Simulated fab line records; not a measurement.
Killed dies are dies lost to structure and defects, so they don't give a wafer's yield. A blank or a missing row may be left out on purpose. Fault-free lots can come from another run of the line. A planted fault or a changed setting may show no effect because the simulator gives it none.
fab line records / flow gf180mcu / part 2 of 2: steps 27 to 36 of 36
record lots=5 wafers=15 last_day=34
route steps=602 shown M1@316 V1@335
lots that met no fault: taken from a fault-free run of the same line
start_h: the number of hours between the record's first day and the start of the first shown wafer of the lot / wait_h: hours from the lot's prior step to this one / " identical to the entry in the row above / L1.1+2: one row covering several wafers at once / - either no value or no given start / * or withheld: withheld / < > ~ a bound
route shown NAME@n: a module of which the file shows steps, and the number in the route of the first / usual: average and standard deviation across the fault-free wafers / same: alike in all rows / chamber/n: place in a boat / sites: per-site readings / _std_site: the standard deviation of these / _edge_site: mean of outer sites minus mean of inner sites / radius_mm: how far each site lies from the wafer's centre / mask NAME#n: copy n / behind: the last tool/chamber to shape the wafer / hold: why the lot went on hold/how many hours it stayed there/how the hold came to an end / device: transistor that didn't switch, given as n, p or np / end of line: tests of these same wafers at the route's end / where a step has no rows: the recipe by itself / killed: count of dies lost to structure and defects at first sort (not the wafer's yield) / map: dies across one wafer; x = killed, . = not, _ = none there
set.NAME: the run value of the setting; set.NAME@STEP: its run value at that earlier step / model.NAME: the simulator's own value behind a step, which no gauge read
lots at selected steps of the route; one table per step, one row per wafer
services: from which hour (start_h, from the record's first day; less than 0 if before it) a tool's chamber was out of use, for how many hours, and why
## steps
# step GF_V1_HMDS_07
# recipe prime_time_s=60 prime_temp_c=120
# usual resist_line_temp_C=23.03/0.11
lot.wafer=L075.3 tool=litho_track-04 chamber=0 start_h=401.42 wait_h=0.1 resist_line_temp_C=23.11
lot.wafer=L075.4 tool=litho_track-04 chamber=0 start_h=401.42 wait_h=0.1 resist_line_temp_C=22.87
lot.wafer=L075.6 tool=litho_track-04 chamber=0 start_h=401.42 wait_h=0.1 resist_line_temp_C=23.19
lot.wafer=L082.1 tool=litho_track-01 chamber=0 start_h=477.93 wait_h=0.1 resist_line_temp_C=23.21
lot.wafer=L082.2 tool=litho_track-01 chamber=0 start_h=477.93 wait_h=0.1 resist_line_temp_C=23.06
lot.wafer=L082.4 tool=litho_track-01 chamber=0 start_h=477.93 wait_h=0.1 resist_line_temp_C=23.05
lot.wafer=L083.2 tool=litho_track-01 chamber=0 start_h=479.66 wait_h=0.1 resist_line_temp_C=23.00
lot.wafer=L083.4 tool=litho_track-01 chamber=0 start_h=479.66 wait_h=0.1 resist_line_temp_C=23.00
lot.wafer=L083.6 tool=litho_track-01 chamber=0 start_h=479.66 wait_h=0.1 resist_line_temp_C=22.95
lot.wafer=L086.3 tool=litho_track-03 chamber=0 start_h=507.61 wait_h=0.1 resist_line_temp_C=23.11
lot.wafer=L086.4 tool=litho_track-03 chamber=0 start_h=507.61 wait_h=0.1 resist_line_temp_C=22.96
lot.wafer=L086.6 tool=litho_track-03 chamber=0 start_h=507.61 wait_h=0.1 resist_line_temp_C=22.97
lot.wafer=L095.2 tool=litho_track-03 chamber=0 start_h=581.39 wait_h=0.1 resist_line_temp_C=23.01
lot.wafer=L095.4 tool=litho_track-03 chamber=0 start_h=581.39 wait_h=0.1 resist_line_temp_C=22.96
lot.wafer=L095.5 tool=litho_track-03 chamber=0 start_h=581.39 wait_h=0.1 resist_line_temp_C=22.99
# step GF_V1_COAT_08
# recipe resist=BARC temp_c=withheld time_s=withheld spin_rpm=withheld resist_thk_nm=withheld
# usual resist_line_temp_C=*
lot.wafer=L075.3 tool=litho_track-04 chamber=0 start_h=401.57 wait_h=0.1 resist_line_temp_C=*
lot.wafer=L075.4 tool=litho_track-04 chamber=0 start_h=401.57 wait_h=0.1 resist_line_temp_C=*
lot.wafer=L075.6 tool=litho_track-04 chamber=0 start_h=401.57 wait_h=0.1 resist_line_temp_C=*
lot.wafer=L082.1 tool=litho_track-01 chamber=0 start_h=478.08 wait_h=0.1 resist_line_temp_C=*
lot.wafer=L082.2 tool=litho_track-01 chamber=0 start_h=478.08 wait_h=0.1 resist_line_temp_C=*
lot.wafer=L082.4 tool=litho_track-01 chamber=0 start_h=478.08 wait_h=0.1 resist_line_temp_C=*
lot.wafer=L083.2 tool=litho_track-01 chamber=0 start_h=479.81 wait_h=0.1 resist_line_temp_C=*
lot.wafer=L083.4 tool=litho_track-01 chamber=0 start_h=479.81 wait_h=0.1 resist_line_temp_C=*
lot.wafer=L083.6 tool=litho_track-01 chamber=0 start_h=479.81 wait_h=0.1 resist_line_temp_C=*
lot.wafer=L086.3 tool=litho_track-03 chamber=0 start_h=507.76 wait_h=0.1 resist_line_temp_C=*
lot.wafer=L086.4 tool=litho_track-03 chamber=0 start_h=507.76 wait_h=0.1 resist_line_temp_C=*
lot.wafer=L086.6 tool=litho_track-03 chamber=0 start_h=507.76 wait_h=0.1 resist_line_temp_C=*
lot.wafer=L095.2 tool=litho_track-03 chamber=0 start_h=581.54 wait_h=0.1 resist_line_temp_C=*
lot.wafer=L095.4 tool=litho_track-03 chamber=0 start_h=581.54 wait_h=0.1 resist_line_temp_C=*
lot.wafer=L095.5 tool=litho_track-03 chamber=0 start_h=581.54 wait_h=0.1 resist_line_temp_C=*
# step GF_V1_COAT_09
# recipe resist=KrF spin_rpm=withheld resist_thk_nm=1000
# usual resist_line_temp_C=22.98/0.11
lot.wafer=L075.3 tool=litho_track-04 chamber=0 start_h=- wait_h=- resist_line_temp_C=22.97
lot.wafer=L075.4 tool=litho_track-04 chamber=0 start_h=- wait_h=- resist_line_temp_C=22.86
lot.wafer=L075.6 tool=litho_track-04 chamber=0 start_h=- wait_h=- resist_line_temp_C=22.88
lot.wafer=L082.1 tool=litho_track-01 chamber=0 start_h=- wait_h=- resist_line_temp_C=22.68
lot.wafer=L082.2 tool=litho_track-01 chamber=0 start_h=- wait_h=- resist_line_temp_C=23.04
lot.wafer=L082.4 tool=litho_track-01 chamber=0 start_h=- wait_h=- resist_line_temp_C=22.90
lot.wafer=L083.2 tool=litho_track-01 chamber=0 start_h=- wait_h=- resist_line_temp_C=22.99
lot.wafer=L083.4 tool=litho_track-01 chamber=0 start_h=- wait_h=- resist_line_temp_C=23.04
lot.wafer=L083.6 tool=litho_track-01 chamber=0 start_h=- wait_h=- resist_line_temp_C=23.08
lot.wafer=L086.3 tool=litho_track-03 chamber=0 start_h=- wait_h=- resist_line_temp_C=22.97
lot.wafer=L086.4 tool=litho_track-03 chamber=0 start_h=- wait_h=- resist_line_temp_C=23.03
lot.wafer=L086.6 tool=litho_track-03 chamber=0 start_h=- wait_h=- resist_line_temp_C=22.97
lot.wafer=L095.2 tool=litho_track-03 chamber=0 start_h=- wait_h=- resist_line_temp_C=23.00
lot.wafer=L095.4 tool=litho_track-03 chamber=0 start_h=- wait_h=- resist_line_temp_C=23.27
lot.wafer=L095.5 tool=litho_track-03 chamber=0 start_h=- wait_h=- resist_line_temp_C=23.10
# step GF_V1_SOFTBAKE_10
# recipe temp_c=130 time_s=60 resist=KrF
# usual resist_line_temp_C=23.00/0.095
# same time_s=60
lot.wafer=L075.3 tool=litho_track-04 chamber=0 start_h=- wait_h=- resist_line_temp_C=23.08
lot.wafer=L075.4 tool=litho_track-04 chamber=0 start_h=- wait_h=- resist_line_temp_C=23.05
lot.wafer=L075.6 tool=litho_track-04 chamber=0 start_h=- wait_h=- resist_line_temp_C=23.15
lot.wafer=L082.1 tool=litho_track-01 chamber=0 start_h=- wait_h=- resist_line_temp_C=23.08
lot.wafer=L082.2 tool=litho_track-01 chamber=0 start_h=- wait_h=- resist_line_temp_C=23.20
lot.wafer=L082.4 tool=litho_track-01 chamber=0 start_h=- wait_h=- resist_line_temp_C=22.90
lot.wafer=L083.2 tool=litho_track-01 chamber=0 start_h=- wait_h=- resist_line_temp_C=23.14
lot.wafer=L083.4 tool=litho_track-01 chamber=0 start_h=- wait_h=- resist_line_temp_C=23.06
lot.wafer=L083.6 tool=litho_track-01 chamber=0 start_h=- wait_h=- resist_line_temp_C=23.08
lot.wafer=L086.3 tool=litho_track-03 chamber=0 start_h=- wait_h=- resist_line_temp_C=22.91
lot.wafer=L086.4 tool=litho_track-03 chamber=0 start_h=- wait_h=- resist_line_temp_C=22.85
lot.wafer=L086.6 tool=litho_track-03 chamber=0 start_h=- wait_h=- resist_line_temp_C=23.01
lot.wafer=L095.2 tool=litho_track-03 chamber=0 start_h=- wait_h=- resist_line_temp_C=22.89
lot.wafer=L095.4 tool=litho_track-03 chamber=0 start_h=- wait_h=- resist_line_temp_C=22.86
lot.wafer=L095.5 tool=litho_track-03 chamber=0 start_h=- wait_h=- resist_line_temp_C=22.96
# step GF_V1_EXPOSE_11
# recipe mask_id=Via1 target_cd_nm=260 na=0.68 source_shape=conventional sigma_outer=0.6 dose_mj=38
lot.wafer=L075.3+4+6 tool=krf_scanner-02 chamber=0 start_h=- wait_h=- mask=Via1#0
lot.wafer=L082.1+2+4 tool=krf_scanner-01 chamber=0 start_h=- wait_h=- mask=Via1#0
lot.wafer=L083.2+4+6 tool=krf_scanner-01 chamber=0 start_h=- wait_h=- mask=Via1#0
lot.wafer=L086.3+4+6 tool=krf_scanner-01 chamber=0 start_h=- wait_h=- mask=Via1#0
lot.wafer=L095.2+4+5 tool=krf_scanner-01 chamber=0 start_h=- wait_h=- mask=Via1#0
# step GF_V1_PEB_12
# recipe peb_temp_c=135 peb_time_s=90 resist=KrF
# usual resist_line_temp_C=23.01/0.11
lot.wafer=L075.3 tool=litho_track-03 chamber=0 start_h=- wait_h=- resist_line_temp_C=23.07
lot.wafer=L075.4 tool=litho_track-03 chamber=0 start_h=- wait_h=- resist_line_temp_C=23.09
lot.wafer=L075.6 tool=litho_track-03 chamber=0 start_h=- wait_h=- resist_line_temp_C=22.97
lot.wafer=L082.1 tool=litho_track-01 chamber=0 start_h=- wait_h=- resist_line_temp_C=22.97
lot.wafer=L082.2 tool=litho_track-01 chamber=0 start_h=- wait_h=- resist_line_temp_C=23.00
lot.wafer=L082.4 tool=litho_track-01 chamber=0 start_h=- wait_h=- resist_line_temp_C=23.09
lot.wafer=L083.2 tool=litho_track-01 chamber=0 start_h=- wait_h=- resist_line_temp_C=23.05
lot.wafer=L083.4 tool=litho_track-01 chamber=0 start_h=- wait_h=- resist_line_temp_C=22.96
lot.wafer=L083.6 tool=litho_track-01 chamber=0 start_h=- wait_h=- resist_line_temp_C=23.07
lot.wafer=L086.3 tool=litho_track-04 chamber=0 start_h=- wait_h=- resist_line_temp_C=22.95
lot.wafer=L086.4 tool=litho_track-04 chamber=0 start_h=- wait_h=- resist_line_temp_C=22.98
lot.wafer=L086.6 tool=litho_track-04 chamber=0 start_h=- wait_h=- resist_line_temp_C=23.11
lot.wafer=L095.2 tool=litho_track-01 chamber=0 start_h=- wait_h=- resist_line_temp_C=22.96
lot.wafer=L095.4 tool=litho_track-01 chamber=0 start_h=- wait_h=- resist_line_temp_C=22.89
lot.wafer=L095.5 tool=litho_track-01 chamber=0 start_h=- wait_h=- resist_line_temp_C=22.83
# step GF_V1_DEVELOP_13
# recipe develop_time_s=60 resist=KrF dev_temp_c=21
# usual resist_line_temp_C=22.98/0.1
lot.wafer=L075.3 tool=litho_track-03 chamber=0 start_h=413.81 wait_h=0.1 resist_line_temp_C=23.01
lot.wafer=L075.4 tool=litho_track-03 chamber=0 start_h=413.81 wait_h=0.1 resist_line_temp_C=22.91
lot.wafer=L075.6 tool=litho_track-03 chamber=0 start_h=413.81 wait_h=0.1 resist_line_temp_C=23.18
lot.wafer=L082.1 tool=litho_track-01 chamber=0 start_h=489.83 wait_h=0.2 resist_line_temp_C=22.95
lot.wafer=L082.2 tool=litho_track-01 chamber=0 start_h=489.83 wait_h=0.2 resist_line_temp_C=23.09
lot.wafer=L082.4 tool=litho_track-01 chamber=0 start_h=489.83 wait_h=0.2 resist_line_temp_C=22.95
lot.wafer=L083.2 tool=litho_track-01 chamber=0 start_h=492.06 wait_h=0.2 resist_line_temp_C=22.99
lot.wafer=L083.4 tool=litho_track-01 chamber=0 start_h=492.06 wait_h=0.2 resist_line_temp_C=23.06
lot.wafer=L083.6 tool=litho_track-01 chamber=0 start_h=492.06 wait_h=0.2 resist_line_temp_C=23.09
lot.wafer=L086.3 tool=litho_track-04 chamber=0 start_h=519.57 wait_h=0.1 resist_line_temp_C=22.91
lot.wafer=L086.4 tool=litho_track-04 chamber=0 start_h=519.57 wait_h=0.1 resist_line_temp_C=22.86
lot.wafer=L086.6 tool=litho_track-04 chamber=0 start_h=519.57 wait_h=0.1 resist_line_temp_C=22.94
lot.wafer=L095.2 tool=litho_track-01 chamber=0 start_h=592.46 wait_h=0.2 resist_line_temp_C=22.96
lot.wafer=L095.4 tool=litho_track-01 chamber=0 start_h=592.46 wait_h=0.2 resist_line_temp_C=23.17
lot.wafer=L095.5 tool=litho_track-01 chamber=0 start_h=592.46 wait_h=0.2 resist_line_temp_C=23.05
# step GF_V1_CD_MEAS_14
# recipe target_cd_nm=260
# usual cd_nm=259.7/1.1
lot.wafer=L075.3 tool=cd_sem-02 chamber=- start_h=413.95 wait_h=0.1 cd_nm=258.7
lot.wafer=L075.4 tool=cd_sem-02 chamber=- start_h=413.95 wait_h=0.1 cd_nm=259.7
lot.wafer=L075.6 tool=cd_sem-02 chamber=- start_h=413.95 wait_h=0.1 cd_nm=258.0
lot.wafer=L082.1 tool=cd_sem-02 chamber=- start_h=489.98 wait_h=0.1 cd_nm=260.3
lot.wafer=L082.2 tool=cd_sem-02 chamber=- start_h=489.98 wait_h=0.1 cd_nm=261.1
lot.wafer=L082.4 tool=cd_sem-02 chamber=- start_h=489.98 wait_h=0.1 cd_nm=260.9
lot.wafer=L083.2 tool=cd_sem-02 chamber=- start_h=492.20 wait_h=0.1 cd_nm=260.2
lot.wafer=L083.4 tool=cd_sem-02 chamber=- start_h=492.20 wait_h=0.1 cd_nm=258.0
lot.wafer=L083.6 tool=cd_sem-02 chamber=- start_h=492.20 wait_h=0.1 cd_nm=258.4
lot.wafer=L086.3 tool=cd_sem-02 chamber=- start_h=519.71 wait_h=0.1 cd_nm=259.5
lot.wafer=L086.4 tool=cd_sem-02 chamber=- start_h=519.71 wait_h=0.1 cd_nm=258.5
lot.wafer=L086.6 tool=cd_sem-02 chamber=- start_h=519.71 wait_h=0.1 cd_nm=260.0
lot.wafer=L095.2 tool=cd_sem-02 chamber=- start_h=592.60 wait_h=0.1 cd_nm=261.7
lot.wafer=L095.4 tool=cd_sem-02 chamber=- start_h=592.60 wait_h=0.1 cd_nm=261.3
lot.wafer=L095.5 tool=cd_sem-02 chamber=- start_h=592.60 wait_h=0.1 cd_nm=260.7
# step GF_V1_OVL_MEAS_15
# usual V1_OVL=-2/6.6
lot.wafer=L075.3 tool=overlay-02 chamber=- start_h=414.05 wait_h=0.1 V1_OVL[nm]=1
lot.wafer=L075.4 tool=overlay-02 chamber=- start_h=414.05 wait_h=0.1 V1_OVL[nm]=-6
lot.wafer=L075.6 tool=overlay-02 chamber=- start_h=414.05 wait_h=0.1 V1_OVL[nm]=-16
lot.wafer=L082.1 tool=overlay-02 chamber=- start_h=490.10 wait_h=0.1 V1_OVL[nm]=3
lot.wafer=L082.2 tool=overlay-02 chamber=- start_h=490.10 wait_h=0.1 V1_OVL[nm]=1
lot.wafer=L082.4 tool=overlay-02 chamber=- start_h=490.10 wait_h=0.1 V1_OVL[nm]=8
lot.wafer=L083.2 tool=overlay-01 chamber=- start_h=492.31 wait_h=0.1 V1_OVL[nm]=-5
lot.wafer=L083.4 tool=overlay-01 chamber=- start_h=492.31 wait_h=0.1 V1_OVL[nm]=2
lot.wafer=L083.6 tool=overlay-01 chamber=- start_h=492.31 wait_h=0.1 V1_OVL[nm]=1
lot.wafer=L086.3 tool=overlay-01 chamber=- start_h=519.80 wait_h=0.1 V1_OVL[nm]=1
lot.wafer=L086.4 tool=overlay-01 chamber=- start_h=519.80 wait_h=0.1 V1_OVL[nm]=6
lot.wafer=L086.6 tool=overlay-01 chamber=- start_h=519.80 wait_h=0.1 V1_OVL[nm]=1
lot.wafer=L095.2 tool=overlay-01 chamber=- start_h=592.71 wait_h=0.1 V1_OVL[nm]=4
lot.wafer=L095.4 tool=overlay-01 chamber=- start_h=592.71 wait_h=0.1 V1_OVL[nm]=-3
lot.wafer=L095.5 tool=overlay-01 chamber=- start_h=592.71 wait_h=0.1 V1_OVL[nm]=3
# step GF_V1_ETCH_16
# recipe chemistry=N2/H2 target_depth_a=withheld overetch_a=withheld time_s=withheld target=BARC ion_energy_ev=200 source_w=500 bias_w=100 pressure_mtorr=30 n2_flow_sccm=100 h2_flow_sccm=200
# usual drypump_motor_current_A=5.6/0.35 oes_product_au=0.855/0.0051 throttle_valve_pct=13.225/0.0084
lot.wafer=L075.3 tool=rie_diel-02 chamber=0 start_h=414.07 wait_h=0.0 drypump_motor_current_A=5.2 oes_product_au=0.859 throttle_valve_pct=13.227
lot.wafer=L075.4 tool=rie_diel-02 chamber=1 start_h=414.07 wait_h=0.0 drypump_motor_current_A=5.7 oes_product_au=0.849 throttle_valve_pct=13.232
lot.wafer=L075.6 tool=rie_diel-02 chamber=2 start_h=414.07 wait_h=0.0 drypump_motor_current_A=5.0 oes_product_au=0.855 throttle_valve_pct=13.215
lot.wafer=L082.1 tool=rie_diel-03 chamber=1 start_h=490.14 wait_h=0.0 drypump_motor_current_A=6.0 oes_product_au=0.847 throttle_valve_pct=13.231
lot.wafer=L082.2 tool=rie_diel-03 chamber=0 start_h=490.14 wait_h=0.0 drypump_motor_current_A=5.1 oes_product_au=0.859 throttle_valve_pct=13.237
lot.wafer=L082.4 tool=rie_diel-03 chamber=3 start_h=490.14 wait_h=0.0 drypump_motor_current_A=5.8 oes_product_au=0.852 throttle_valve_pct=13.221
lot.wafer=L083.2 tool=rie_diel-03 chamber=0 start_h=492.34 wait_h=0.0 drypump_motor_current_A=5.1 oes_product_au=0.859 throttle_valve_pct=13.231
lot.wafer=L083.4 tool=rie_diel-03 chamber=3 start_h=492.34 wait_h=0.0 drypump_motor_current_A=5.9 oes_product_au=0.850 throttle_valve_pct=13.231
lot.wafer=L083.6 tool=rie_diel-03 chamber=3 start_h=492.34 wait_h=0.0 drypump_motor_current_A=5.9 oes_product_au=0.855 throttle_valve_pct=13.223
lot.wafer=L086.3 tool=rie_diel-03 chamber=0 start_h=519.83 wait_h=0.0 drypump_motor_current_A=5.1 oes_product_au=0.857 throttle_valve_pct=13.209
lot.wafer=L086.4 tool=rie_diel-03 chamber=3 start_h=519.83 wait_h=0.0 drypump_motor_current_A=5.9 oes_product_au=0.848 throttle_valve_pct=13.221
lot.wafer=L086.6 tool=rie_diel-03 chamber=1 start_h=519.83 wait_h=0.0 drypump_motor_current_A=6.0 oes_product_au=0.849 throttle_valve_pct=13.235
lot.wafer=L095.2 tool=rie_diel-01 chamber=2 start_h=592.74 wait_h=0.0 drypump_motor_current_A=5.4 oes_product_au=0.850 throttle_valve_pct=13.233
lot.wafer=L095.4 tool=rie_diel-01 chamber=0 start_h=592.74 wait_h=0.0 drypump_motor_current_A=5.6 oes_product_au=0.853 throttle_valve_pct=13.223
lot.wafer=L095.5 tool=rie_diel-01 chamber=2 start_h=592.74 wait_h=0.0 drypump_motor_current_A=5.4 oes_product_au=0.851 throttle_valve_pct=13.217
## services
tool=krf_scanner-01 chamber=- start_h=345.81 hours=0.8 kind=pm
tool=plasma_asher-03 chamber=- start_h=349.16 hours=9.0 kind=repair
tool=krf_scanner-01 chamber=- start_h=357.78 hours=3.6 kind=pm
tool=hdpcvd-01 chamber=- start_h=362.18 hours=2.2 kind=repair
tool=pecvd-01 chamber=0 start_h=367.27 hours=6.1 kind=repair
tool=hdpcvd-01 chamber=1 start_h=385.17 hours=13.3 kind=repair
tool=krf_scanner-01 chamber=- start_h=395.30 hours=4.0 kind=pm
tool=cmp-01 chamber=- start_h=397.52 hours=1.6 kind=repair
tool=cmp-01 chamber=- start_h=404.00 hours=4.0 kind=pm
tool=krf_scanner-01 chamber=- start_h=414.31 hours=1.3 kind=pm
tool=krf_scanner-01 chamber=- start_h=420.53 hours=1.0 kind=pm
tool=krf_scanner-01 chamber=- start_h=458.34 hours=1.9 kind=repair
tool=cmp-01 chamber=- start_h=467.72 hours=1.7 kind=repair
tool=cmp-01 chamber=- start_h=475.53 hours=8.8 kind=pm
tool=krf_scanner-01 chamber=- start_h=492.17 hours=4.4 kind=pm
tool=wet_bench-02 chamber=- start_h=503.09 hours=1.1 kind=repair
tool=krf_scanner-01 chamber=- start_h=514.61 hours=0.8 kind=pm
tool=hdpcvd-01 chamber=- start_h=539.25 hours=15.0 kind=pm
tool=krf_scanner-01 chamber=- start_h=542.74 hours=4.4 kind=pm
tool=wet_bench-03 chamber=- start_h=554.49 hours=2.6 kind=repair
tool=pvd_sputter-03 chamber=- start_h=556.92 hours=0.9 kind=repair
tool=krf_scanner-01 chamber=- start_h=589.47 hours=1.0 kind=pm
tool=krf_scanner-01 chamber=- start_h=591.22 hours=1.3 kind=pm
tool=cmp-01 chamber=- start_h=592.22 hours=1.5 kind=repair
